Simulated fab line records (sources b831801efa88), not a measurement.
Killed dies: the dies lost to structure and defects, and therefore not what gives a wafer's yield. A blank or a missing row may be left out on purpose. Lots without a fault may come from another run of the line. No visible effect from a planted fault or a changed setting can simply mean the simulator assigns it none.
A struck lot beside a sound one | flow sky130 | 44 out of 708 route steps
Sound: these wafers, L926.1, L926.2, L926.5. Struck: wafer L916.1. (L916.3, L916.4 of the same lot were not struck and are left out.) The cause comes at the end.
Order at every step that has rows: each side's tool, ch and its chambers, its first start. Under that, the readings that differ: sound wafers | struck wafers | difference of the means | sigmas: that difference in standard deviations of wafers without a fault.
alike: readings whose means differ by less than 2 such deviations, and words and numbers that are the same on both sides. not compared: withheld readings, readings that some wafer has no value for, bounds like >300 that may hide the same value, and numbers for which the record gives no deviation and whose values overlap.
Wherever a step has rows on one side only, a row that says differs or no value, or a row with sigmas, the two part there. Non-overlapping numbers with no deviation appear without sigmas and do not part them. A reading missing from all wafers of one side parts the sides only when that side holds two or more wafers.

first, 2 steps without rows for these wafers: SKY_VIA3_CLEAN_18 (cleans in IPA, time 180 s); SKY_VIA3_CLEAN_19 (cleans in O3/DIW).
SKY_VIA3_SPUTTER_20: material TiN, target thk 20 nm, time 80 s.
  struck on pvd-sputter-03, day 42 16:35; sound on pvd-sputter-03, day 45 10:35
  alike: throttle-valve-pct
SKY_VIA3_CVD_21: deposits W, target thk 390 nm, time 117.31 s.
  sound on cvd-w-01 ch 0,1, day 45 10:39; struck on cvd-w-01 ch 1, day 42 16:39
  alike: heater-power-w
SKY_VIA3_RS_MEAS_22: a four-point-probe measurement.
  struck on film-metro-02, day 42 16:46; sound on film-metro-01, day 45 10:46
  alike: VIA3_W_RS
SKY_VIA3_THK_MEAS_23: measures by xrf.
  struck on film-metro-02, day 42 16:53; sound on film-metro-01, day 45 10:53
  alike: VIA3_W_THK
then, 4 steps without rows for these wafers: SKY_VIA3_CMP_24 (polishes, stops on SiO2, t overpolish 20 s, target thk 0 nm); SKY_METAL4_SPUTTER_00 (material Ti, target thk 15 nm, time 10 s); SKY_METAL4_SPUTTER_01 (material TiN, target thk 20 nm, time 16.7 s); SKY_METAL4_SPUTTER_02 (material AlCu, target thk 735 nm, time 39.1 s).
SKY_METAL4_SPUTTER_03: material Ti, target thk 5 nm, time 3.3 s.
  struck on pvd-sputter-01, day 42 17:20; sound on pvd-sputter-02, day 45 13:00
  alike: throttle-valve-pct
then, 1 step without rows for these wafers: SKY_METAL4_SPUTTER_04 (material TiN, target thk 70 nm, time 56.05 s).
SKY_CAP2M_CVD_00: deposits SiO2, target thk 15.5 nm.
  sound on pecvd-02 ch 0,2, day 45 13:04; struck on pecvd-02 ch 1, day 42 17:25
  reading                                | sound             | struck | difference | sigmas
  heater-power-w (W)                     | 752 581 590       | 812    | +171       | +2
  model.SiO2_of_CAP2M_CVD_00.thk-nm (nm) | 15.23 15.21 15.52 | 14.39  | -0.93      |
SKY_CAP2M_THK_MEAS_01:
  struck on film-metro-02, day 42 17:26; sound on film-metro-04, day 45 13:06
  reading               | sound             | struck | difference | sigmas
  CAP2M_CVD_00_THK (nm) | 15.29 15.21 15.52 | 14.45  | -0.89      | -4
then, 1 step without rows for these wafers: SKY_CAP2M_SPUTTER_02 (material TiN, target thk 200 nm, time 166.7 s).
SKY_CAP2M_RS_MEAS_03: a four-point-probe measurement.
  struck on film-metro-04, day 42 17:36; sound on film-metro-02, day 45 13:16
  alike: CAP2M_TIN_RS
SKY_CAP2M_THK_MEAS_04: measures by xrf.
  struck on film-metro-04, day 42 17:43; sound on film-metro-02, day 45 13:23
  alike: CAP2M_TIN_THK
then, 7 steps without rows for these wafers: SKY_CAP2M_DEHYDRATE_05 (time 60 s); SKY_CAP2M_HMDS_06 (prime time 60 s); SKY_CAP2M_COAT_07 (resist thk 1140 nm); SKY_CAP2M_SOFTBAKE_08 (time 60 s); SKY_CAP2M_EXPOSE_09 (exposes mask CAP2M, target cd 1000 nm); SKY_CAP2M_PEB_10; SKY_CAP2M_DEVELOP_11 (develop time 60 s).
SKY_CAP2M_OVL_MEAS_12:
  struck on overlay-01, day 43 16:42; sound on overlay-01, day 46 09:55
  reading        | sound         | struck | difference | sigmas
  CAP2M_OVL (nm) | -0.3 1.7 -0.5 | 3.3    | +3.0       | +2
SKY_CAP2M_METAL_ETCH_13: etches TiN in Cl2/BCl3, stops on SiO2, target depth 220 nm, time 62.9 s.
  sound on rie-metal-03 ch 0,1, day 46 09:57; struck on rie-metal-04 ch 0, day 43 16:44
  alike: drypump-motor-current-A, oes-product-au, throttle-valve-pct
  not compared: rf-hours-counter-h
then, 12 steps without rows for these wafers: SKY_CAP2M_STRIP_14 (strips in O2/N2); SKY_CAP2M_STRIP_15 (strips in post etch residue remover, time 1200 s); SKY_CAP2M_CLEAN_16 (cleans in IPA, time 180 s); SKY_CAP2M_CLEAN_17 (cleans in O3/DIW); SKY_METAL4_DEHYDRATE_05 (time 60 s); SKY_METAL4_HMDS_06 (prime time 60 s); SKY_METAL4_COAT_07 (resist thk 60 nm); SKY_METAL4_COAT_08 (resist thk 1140 nm); SKY_METAL4_SOFTBAKE_09 (time 90 s); SKY_METAL4_EXPOSE_10 (exposes mask MM4, target cd 300 nm); SKY_METAL4_PEB_11; SKY_METAL4_DEVELOP_12 (develop time 60 s).
SKY_METAL4_CD_MEAS_13 targets a cd of 300 nm.
  struck on cd-sem-02, day 44 13:23; sound on cd-sem-02, day 47 06:52
  alike: cd-nm
SKY_METAL4_OVL_MEAS_14:
  struck on overlay-01, day 44 13:31; sound on overlay-02, day 47 06:59
  alike: METAL4_OVL
SKY_METAL4_DESCUM_15: chemistry O2, time 8 s.
  sound on rie-metal-01 ch 0,1, day 47 07:01; struck on rie-metal-03 ch 0, day 44 13:33
  alike: drypump-motor-current-A, oes-product-au
  not compared: rf-hours-counter-h
SKY_METAL4_ETCH_16: etches BARC in N2/H2, stops on SiO2, time 88.2 s, target depth 60 nm.
  sound on rie-metal-01 ch 0,1, day 47 07:03; struck on rie-metal-03 ch 0, day 44 13:35
  reading                                | sound            | struck | difference | sigmas
  model.SiO2_of_CAP2M_CVD_00.thk-nm (nm) | 15.2 15.19 15.49 | 14.36  | -0.93      |
  alike: drypump-motor-current-A, oes-product-au, throttle-valve-pct
  not compared: rf-hours-counter-h
SKY_METAL4_ETCH_17: etches SiO2 in C4F8/O2/Ar, stops on TiN, time 3.9 s, target depth 15 nm.
  sound on rie-diel-03 ch 2,3, day 47 07:09; struck on rie-diel-02 ch 2, day 44 13:41
  reading                  | sound             | struck | difference | sigmas
  oes-product-au (a.u.)    | 0.750 0.733 0.754 | 0.728  | -0.018     | -2
  model.etch.depth-nm (nm) | 15.2 15.19 15.49  | 14.36  | -0.93      |
  not compared: rf-hours-counter-h
-- the record jumps here: 4 days lie between the struck wafers' starts before and after (it left off in module METAL4 and takes up again in module PAD_OPEN, whose first step shown is number 708 of the route) --
SKY_PAD_OPEN_PROBE_99:
  struck on prober-02, day 48 08:29; sound on prober-01, day 50 17:31
  reading                               | sound                | struck | difference | sigmas
  model.etest.cap-mim2.bv-v (V)         | 13.93 13.34 13.95    | 12.95  | -0.79      |
  model.etest.cap-mim2.leak-log10-a-cm2 | -8.787 -8.927 -9.168 | -8.711 | +0.250     |
  model.etest.cap-mim2.c-ff-um2         | 2.387 2.382 2.347    | 2.521  | +0.149     |
  alike: defect-limited-yield, killed_at_M0_to_M3, killed_at_M4_up, killed-at-contacts, killed-at-front-end, killed-at-other, killed-dies, killed-open, killed-short, sort_bin_3_pad_short, sort_bin_5_function, sort_bin_6_memory, sort-n-pass, sort-yield-pct

WHERE THEY PART
At SKY_CAP2M_CVD_00 first; at SKY_METAL4_ETCH_17 last (within this record only). Later steps at which nothing parts them and some readings are alike: SKY_PAD_OPEN_PROBE_99.

WHY: what had been put in by the simulator
pecvd-02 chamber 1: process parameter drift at SKY_CAP2M_CVD_00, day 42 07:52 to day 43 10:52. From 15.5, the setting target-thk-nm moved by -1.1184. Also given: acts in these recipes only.
